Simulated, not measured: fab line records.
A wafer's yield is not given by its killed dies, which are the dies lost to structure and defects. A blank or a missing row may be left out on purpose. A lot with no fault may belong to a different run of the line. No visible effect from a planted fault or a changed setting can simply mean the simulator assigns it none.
Which tool is to blame? | flow gf180mcu | 13 lots with 39 wafers sampled at 4 steps, on a route of 602 steps

== WHAT EACH GAUGE READ, for each wafer ==
GF_STI_THK_MEAS_02. Usual: for STI_OXIDATION_THK the level is 9.95 nm and the standard deviation is 0.24.
lot  | measured    | on            | STI_OXIDATION_THK (nm) | flag
L365 | day 1 12:16 | film-metro-02 | 9.81 9.81 9.85         |
L368 | day 2 02:31 | film-metro-02 | 9.89 10.07 10.01       |
L369 | day 2 07:31 | film-metro-02 | 9.95 9.96 10.07        |
L370 | day 2 13:05 | film-metro-01 | 10.03 9.89 10.06       |
L372 | day 2 22:32 | film-metro-04 | 9.48 9.70 9.77         |
L373 | day 3 04:24 | film-metro-04 | 9.96 10.03 9.92        |
L374 | day 3 08:31 | film-metro-02 | 9.49 9.57 9.50         |
L375 | day 3 15:19 | film-metro-02 | 10.35 9.85 10.14       |
L377 | day 3 23:31 | film-metro-02 | 10.06 10.04 9.95       |
L383 | day 5 06:25 | film-metro-04 | 10.01 9.95 10.15       |
L384 | day 5 10:36 | film-metro-02 | 10.28 10.09 9.95       |
L386 | day 5 20:31 | film-metro-02 | 10.49 10.47 10.56      |
L387 | day 6 01:31 | film-metro-04 | 9.71 9.79 9.94         |

GF_STI_CD_MEAS_12: the cd target is 220 nm. Usual: 219.7 nm for cd-nm, sd 1.2.
lot  | measured    | on        | cd-nm (nm)        | flag
L365 | day 2 01:43 | cd-sem-02 | 219.6 217.6 220.3 |
L368 | day 2 16:43 | cd-sem-01 | 222.5 222.1 220.8 |
L369 | day 2 21:22 | cd-sem-01 | 218.9 218.5 218.8 |
L370 | day 3 05:09 | cd-sem-02 | 221.0 221.6 221.7 |
L372 | day 3 14:24 | cd-sem-01 | 219.1 218.6 218.0 |
L373 | day 3 21:31 | cd-sem-02 | 221.5 220.8 220.4 |
L374 | day 4 00:37 | cd-sem-02 | 220.4 220.1 221.3 |
L375 | day 4 08:56 | cd-sem-01 | 219.8 219.4 219.0 |
L377 | day 4 15:05 | cd-sem-02 | 218.5 217.7 218.3 |
L383 | day 5 23:46 | cd-sem-02 | 220.6 222.2 219.7 |
L384 | day 6 02:47 | cd-sem-02 | 219.4 218.9 219.1 |
L386 | day 6 14:55 | cd-sem-02 | 219.7 219.5 219.1 |
L387 | day 6 19:11 | cd-sem-01 | 221.3 220.8 219.9 |

GF_NWELL_TW_MEAS_11. Usual: for NWELL_TW the level is 1597 and the standard deviation is 14.
lot  | measured    | on            | NWELL_TW       | flag
L365 | day 3 06:52 | film-metro-04 | 1601 1602 1601 |
L368 | day 3 23:36 | film-metro-04 | 1600 1602 1598 |
L369 | day 4 04:10 | film-metro-01 | 1579 1593 1591 |
L370 | day 4 11:37 | film-metro-04 | 1611 1614 1621 |
L372 | day 5 00:01 | film-metro-03 | 1589 1596 1596 |
L373 | day 5 07:00 | film-metro-01 | 1583 1591 1601 |
L374 | day 5 09:37 | film-metro-03 | 1591 1591 1604 |
L375 | day 5 18:27 | film-metro-03 | 1591 1594 1595 |
L377 | day 6 02:54 | film-metro-03 | 1609 1612 1608 |
L383 | day 7 11:14 | film-metro-01 | 1566 1570 1564 |
L384 | day 7 14:02 | film-metro-04 | 1615 1616 1625 |
L386 | day 8 03:51 | film-metro-01 | 1589 1585 1579 |
L387 | day 8 07:22 | film-metro-01 | 1583 1589 1586 |

== EACH LOT AND THE TOOL THAT RAN IT (in order: tool; ch and the chambers of the sampled wafers; start) ==
lot  | GF_NWELL_EXPOSE_04
L365 | iline-stepper-02 ch 0, day 3 00:28
L368 | iline-stepper-01 ch 0, day 3 16:46
L369 | iline-stepper-02 ch 0, day 3 21:29
L370 | iline-stepper-01 ch 0, day 4 04:31
L372 | iline-stepper-02 ch 0, day 4 16:52
L373 | iline-stepper-02 ch 0, day 4 23:58
L374 | iline-stepper-01 ch 0, day 5 02:37
L375 | iline-stepper-01 ch 0, day 5 10:53
L377 | iline-stepper-01 ch 0, day 5 19:16
L383 | iline-stepper-02 ch 0, day 7 03:22
L384 | iline-stepper-02 ch 0, day 7 06:14
L386 | iline-stepper-01 ch 0, day 7 19:22
L387 | iline-stepper-01 ch 0, day 7 23:06
- GF_NWELL_EXPOSE_04: exposes mask Nwell, target cd 860 nm.

== WHAT THE TOOLS THEMSELVES READ (means of the sampled wafers that have a number; where no wafer has one, the mark that the record gives instead) ==
The record holds no such reading with a usual standard deviation.

== THE ANSWER, worked out from the rows above alone ==
Rule: a lot counts as off when the mean over its wafers that have a number is more than 3 standard deviations away from the usual mean. Also off: a lot with no number at a reading for which 4 or more lots have one. Where the step has rows for the other lots, those lots are counted as sound. Order of review: gauges by route order, followed by the tools' own readings, for which a lot's mean as printed above is used. The first step at which some lot is off is used, and at that step the reading that is off furthest; a lot without a number counts as furthest.
Nothing can be told from this: no lot is off at any reading shown.

== WHAT THE SIMULATOR HAD INSERTED ==
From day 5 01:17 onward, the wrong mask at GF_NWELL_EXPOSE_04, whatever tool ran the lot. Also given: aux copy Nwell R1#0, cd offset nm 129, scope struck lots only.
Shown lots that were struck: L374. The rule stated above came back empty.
